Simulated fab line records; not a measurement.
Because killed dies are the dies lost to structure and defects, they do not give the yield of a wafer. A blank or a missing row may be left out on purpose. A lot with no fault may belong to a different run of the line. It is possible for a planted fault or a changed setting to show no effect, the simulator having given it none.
What tool caused it?	flow gf180mcu	36 wafers from 12 lots sampled at 5 of the route's 602 steps

WHAT EACH GAUGE READ, for each wafer
GF_NSD_OVL_MEAS_08.
lot	measured	on	NSD_OVL (nm)
L949	day 14 03:55	overlay-02	-0.2 0.3 0.5
L951	day 14 15:01	overlay-02	2.2 0.8 1.3
L952	day 15 10:08	overlay-01	-0.9 0.4 -1.8
L954	day 15 22:08	overlay-02	-0.6 -1.0 -1.0
L956	day 16 11:47	overlay-02	-0.9 0.0 -0.8
L958	day 17 14:49	overlay-02	0.0 -1.1 0.8
L959	day 17 16:08	overlay-02	0.0 0.4 0.3
L962	day 19 08:26	overlay-01	-0.5 -2.1 -1.6
L967	day 20 13:22	overlay-01	0.2 0.7 1.1
L968	day 20 19:11	overlay-01	-2.8 -1.5 0.0
L969	day 20 22:43	overlay-01	0.6 0.3 0.6
L970	day 21 09:31	overlay-01	-1.5 -1.6 -0.1

GF_PSD_RS_MEAS_14: uses a four-point probe to measure.
lot	measured	on	NSD_RS (ohm/sq)
L949	day 15 02:02	film metro-02	46.37 46.38 46.41
L951	day 15 13:07	film metro-02	46.36 46.38 46.48
L952	day 16 08:41	film metro-03	46.48 46.57 46.47
L954	day 16 21:07	film metro-03	46.47 46.55 46.45
L956	day 17 10:45	film metro-02	46.49 46.46 46.59
L958	day 18 14:32	film metro-02	46.49 46.41 46.44
L959	day 18 16:55	film metro-03	47.27 47.28 47.30 47.27 47.32 47.24
L962	day 20 09:38	film metro-03	46.40 46.53 46.52
L967	day 21 14:45	film metro-02	46.43 46.49 46.54
L968	day 21 19:57	film metro-03	46.24 46.25 46.30
L969	day 21 23:23	film metro-02	46.46 46.36 46.31
L970	day 22 09:55	film metro-01	46.32 46.43 46.40

GF_PSD_RS_MEAS_15: uses a four-point probe to measure.
lot	measured	on	PSD_RS (ohm/sq)
L949	day 15 02:10	film metro-02	108.28 107.81 108.09
L951	day 15 13:14	film metro-02	108.60 108.31 108.35
L952	day 16 08:49	film metro-03	108.54 108.84 108.93
L954	day 16 21:14	film metro-03	108.45 108.26 108.35
L956	day 17 10:52	film metro-02	108.62 108.71 108.83
L958	day 18 14:39	film metro-02	108.61 108.52 108.33
L959	day 18 20:16	film metro-03	110.61 110.93 110.40 110.51 110.80 110.46
L962	day 20 09:46	film metro-03	108.24 108.26 108.54
L967	day 21 14:52	film metro-02	108.51 108.92 108.44
L968	day 21 20:04	film metro-03	107.97 107.61 107.69
L969	day 21 23:30	film metro-02	108.49 108.35 108.34
L970	day 22 10:02	film metro-01	108.62 108.20 108.44

EACH LOT AND THE TOOL THAT RAN IT (in order: tool; ch and the chambers of the sampled wafers; start)
lot	GF_HV_LDD_RTA_52	GF_PSD_RTA_13
L949	rtp anneal-02 ch 0, day 13 04:33	rtp anneal-01 ch 0, day 15 01:58
L951	rtp anneal-01 ch 0, day 13 15:29	rtp anneal-02 ch 0, day 15 13:01
L952	rtp anneal-01 ch 0, day 14 09:39	rtp anneal-02 ch 0, day 16 08:36
L954	rtp anneal-02 ch 0, day 14 21:37	rtp anneal-01 ch 0, day 16 21:02
L956	rtp anneal-02 ch 0, day 15 10:45	rtp anneal-02 ch 0, day 17 10:39
L958	rtp anneal-02 ch 0, day 16 13:08	rtp anneal-02 ch 0, day 18 14:26
L959	rtp anneal-01 ch 0, day 16 13:39	rtp anneal-02 ch 0, day 18 16:50
L962	rtp anneal-01 ch 0, day 18 03:41	rtp anneal-01 ch 0, day 20 09:33
L967	rtp anneal-02 ch 0, day 19 10:14	rtp anneal-01 ch 0, day 21 14:40
L968	rtp anneal-01 ch 0, day 19 16:11	rtp anneal-01 ch 0, day 21 19:52
L969	rtp anneal-02 ch 0, day 19 19:32	rtp anneal-01 ch 0, day 21 23:18
L970	rtp anneal-02 ch 0, day 20 05:59	rtp anneal-01 ch 0, day 22 09:48
- GF_HV_LDD_RTA_52: time 10 s.
- GF_PSD_RTA_13: time 20 s.

AS READ BY THE TOOLS THEMSELVES (means over the sampled wafers that have a number; for cases with no such wafer, the mark the record gives instead)
GF_HV_LDD_RTA_52.
lot	tool	lamp power pct (%)	wafer_temp_C_max
L949	rtp anneal-02	27	1003.4
L951	rtp anneal-01	34	1005.2
L952	rtp anneal-01	34	1005.0
L954	rtp anneal-02	27	1003.1
L956	rtp anneal-02	27	1003.8
L958	rtp anneal-02	27	1002.6
L959	rtp anneal-01	34	1005.3
L962	rtp anneal-01	34	1005.6
L967	rtp anneal-02	27	1003.7
L968	rtp anneal-01	34	1006.1
L969	rtp anneal-02	27	1002.9
L970	rtp anneal-02	27	1004.3

GF_PSD_RTA_13.
lot	tool	lamp power pct (%)	run length s (s)	wafer_temp_C_max
L949	rtp anneal-01	36	48.6	1030.4
L951	rtp anneal-02	28	48.5	1028.3
L952	rtp anneal-02	28	48.3	1028.9
L954	rtp anneal-01	36	48.7	1030.6
L956	rtp anneal-02	28	48.4	1028.6
L958	rtp anneal-02	28	48.5	1028.7
L959	rtp anneal-02	28	44.7	1028.5
L962	rtp anneal-01	36	48.9	1030.3
L967	rtp anneal-01	36	48.8	1030.5
L968	rtp anneal-01	36	48.9	1029.3
L969	rtp anneal-01	36	48.9	1030.1
L970	rtp anneal-01	36	48.9	1030.6

THE ANSWER, worked out from the rows above alone
Rule: what is usual is taken from the lots themselves. The widest of any qualifying gaps counts: lots, ordered by their means at a reading, are off when they make up no more than a third of the lots, leave a main group of 4 or more, and stand apart from it by 3 or more times the standard deviation of that group's means. The tables above print the reading to a certain number of digits; a main group whose means all agree to those digits is not used. Also off: a lot with no number at a reading for which 4 or more lots have one. Any other lot the step has rows for is counted as sound. Order of review: gauges by route order, followed by the tools' own readings, for which a lot's mean as printed above is used. The first step at which some lot is off is used, and at that step the reading that is off furthest; a lot without a number counts as furthest.
Off: L959, at GF_PSD_RS_MEAS_14 (NSD_RS). Mean 46.43 ohm/sq and standard deviation 0.073 in the main group.
If a tool, at a process step before that reading, ran all the lots that are off and no sound lot after the first of them, it fits. The gauges at GF_PSD_RS_MEAS_14 aren't tried: what is off there is off at GF_PSD_RTA_13 too, on other tools, and a gauge's error can't cause that. One candidate fits, namely rtp anneal-02 at GF_PSD_RTA_13. Its last sound lot is L958 (day 18 14:26), its first lot that is off L959 (day 18 16:50): a fault that began between those two fits.
The tool's own readings at GF_PSD_RTA_13 bear it out: on the lots that are off they differ by more than 5 times the standard deviation of the sound lots' means. run length s reads 44.7 s there against 48.7 s on the sound lots.

WHAT THE SIMULATOR HAD INSERTED
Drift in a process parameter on rtp anneal-02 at GF_PSD_RTA_13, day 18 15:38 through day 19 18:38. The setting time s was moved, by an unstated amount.
Struck lots among those shown: L959. The rule above reached the same finding.
